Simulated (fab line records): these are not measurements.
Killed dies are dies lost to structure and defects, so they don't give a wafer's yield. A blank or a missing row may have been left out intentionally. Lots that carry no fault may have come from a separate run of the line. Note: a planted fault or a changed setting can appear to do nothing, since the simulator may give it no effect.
The same fault as seen by 2 desks + flow gf180mcu + each desk holds nothing but its own numbers, with what lay behind them at the end

FOR THE TOOL OWNER'S DESK: pvd sputter-01
The tool's own readings at GF_M3_SPUTTER_00 (material Ti, target thk 37.5 nm, time 150 s): means of the sampled wafers that have a number, for each lot that ran on this tool. Any lot whose mean is over 4 standard deviations away from the usual mean is out of limits and marked OUT; that distance is given in the brackets.
Columns: A = cathode dc power W at GF_M3_SPUTTER_00, usual 4000.1 W; B = throttle valve pct at GF_M3_SPUTTER_00, usual 29.9 %
| lot  | first seen here | A                        | B    |
|------|-----------------|--------------------------|------|
| L128 | day 25 07:45    | 4000.4                   | 29.0 |
| L133 | day 27 01:19    | 4173.6 (+99 or more) OUT | 29.0 |
Finding of this desk: L133 out of limits; the first was L133 at day 27 01:19, on cathode dc power W at GF_M3_SPUTTER_00. L128: within limits.

THE METROLOGY DESK
What the gauges read, lot by lot, whatever tool the lot ran on: means of the sampled wafers that have a number. Any lot whose mean is over 4 standard deviations away from the usual mean is out of limits and marked OUT; that distance is given in the brackets.
Columns: A = V2_OVL at GF_V2_OVL_MEAS_15, usual -4 nm; B = V2_W_RS at GF_V2_RS_MEAS_24, usual 0.327 ohm/sq; C = V2_W_THK at GF_V2_THK_MEAS_25, usual 347 nm
| lot  | first seen here | A  | B     | C   |
|------|-----------------|----|-------|-----|
| L117 | day 21 00:13    | -6 | 0.325 | 353 |
| L123 | day 23 06:58    | -1 | 0.332 | 342 |
| L128 | day 25 06:22    | 2  | 0.329 | 345 |
| L133 | day 26 23:56    | -6 | 0.320 | 353 |
| L138 | day 28 02:25    | -7 | 0.324 | 352 |
This desk found nothing out of limits on any of the 5 lots.

PUT TOGETHER
On L133, at day 27 01:19, an alarm was possible from the tool owner's desk.
The metrology desk saw nothing out of limits.
The metrology desk holds a record of L133, inside its limits.
All the named lots went through GF_M3_SPUTTER_00 on pvd sputter-01.

WHAT THE SIMULATOR PUT IN
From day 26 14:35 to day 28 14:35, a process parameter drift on pvd sputter-01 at GF_M3_SPUTTER_00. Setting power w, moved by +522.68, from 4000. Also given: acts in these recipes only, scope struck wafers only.
Lots struck among those shown: L133.
Hours from the fault's start to each desk's first reading out of limits: the tool owner's desk, 11.
